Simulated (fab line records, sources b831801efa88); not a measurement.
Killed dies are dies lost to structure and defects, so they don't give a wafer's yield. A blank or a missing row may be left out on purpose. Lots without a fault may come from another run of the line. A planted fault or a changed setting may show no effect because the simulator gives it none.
One fault seen from 2 desks | flow gf180mcu | each desk has only its own numbers; what lay behind them comes last

THE TOOL OWNER'S DESK: pvd_sputter-01
The tool's own readings at GF_M1_SPUTTER_04 (material TiN, target thk 50 nm, time 41.7 s): means of the sampled wafers that have a number, for each lot that ran on this tool. A lot is out of limits, marked OUT, if its mean lies more than 4 standard deviations from the usual mean; the brackets give that distance.
Columns: A = throttle_valve_pct at GF_M1_SPUTTER_04, usual 29.5 %
lot  | first seen here | A
L213 | day 17 06:01    | 28.5
L225 | day 21 23:13    | 29.5
This desk's finding: nothing out of limits on any of the 2 lots.

THE METROLOGY DESK
What the gauges read, lot by lot, whatever tool the lot ran on: means of the sampled wafers that have a number. A lot is out of limits, marked OUT, if its mean lies more than 4 standard deviations from the usual mean; the brackets give that distance. Of its 9 readings 7 are shown: those that lie furthest out on some lot.
Columns: A = CONTACT_W_RS at GF_CONTACT_RS_MEAS_25, usual 0.384 ohm/sq; B = CONTACT_W_THK at GF_CONTACT_THK_MEAS_26, usual 302 nm; C = cd_nm at GF_M1_CD_MEAS_14, usual 229.9 nm; D = M1_OVL at GF_M1_OVL_MEAS_15, usual 2 nm; E = V1_CVD_00_THK at GF_V1_THK_MEAS_01, usual 599 nm; F = V1_CVD_02_THK at GF_V1_THK_MEAS_03, usual 849 nm; G = V1_BOW at GF_V1_BOW_MEAS_05, usual 80 um
lot  | first seen here | A     | B   | C     | D | E   | F   | G
L213 | day 17 05:22    | 0.377 | 308 | 228.9 | 5 | 586 | 838 | 80
L215 | day 17 23:49    | 0.389 | 297 | 228.3 | 3 | 600 | 846 | 86
L225 | day 21 22:34    | 0.388 | 296 | 228.9 | 3 | 600 | 851 | 84
L229 | day 23 01:43    | 0.385 | 302 | 229.8 | 7 | 603 | 852 | 79
L230 | day 23 11:06    | 0.383 | 302 | 229.0 | 6 | 596 | 854 | 79
This desk's finding: nothing out of limits on any of the 5 lots.

PUT TOGETHER
The tool owner's desk saw nothing out of limits.
The metrology desk saw nothing out of limits.

WHAT THE SIMULATOR HAD PUT IN
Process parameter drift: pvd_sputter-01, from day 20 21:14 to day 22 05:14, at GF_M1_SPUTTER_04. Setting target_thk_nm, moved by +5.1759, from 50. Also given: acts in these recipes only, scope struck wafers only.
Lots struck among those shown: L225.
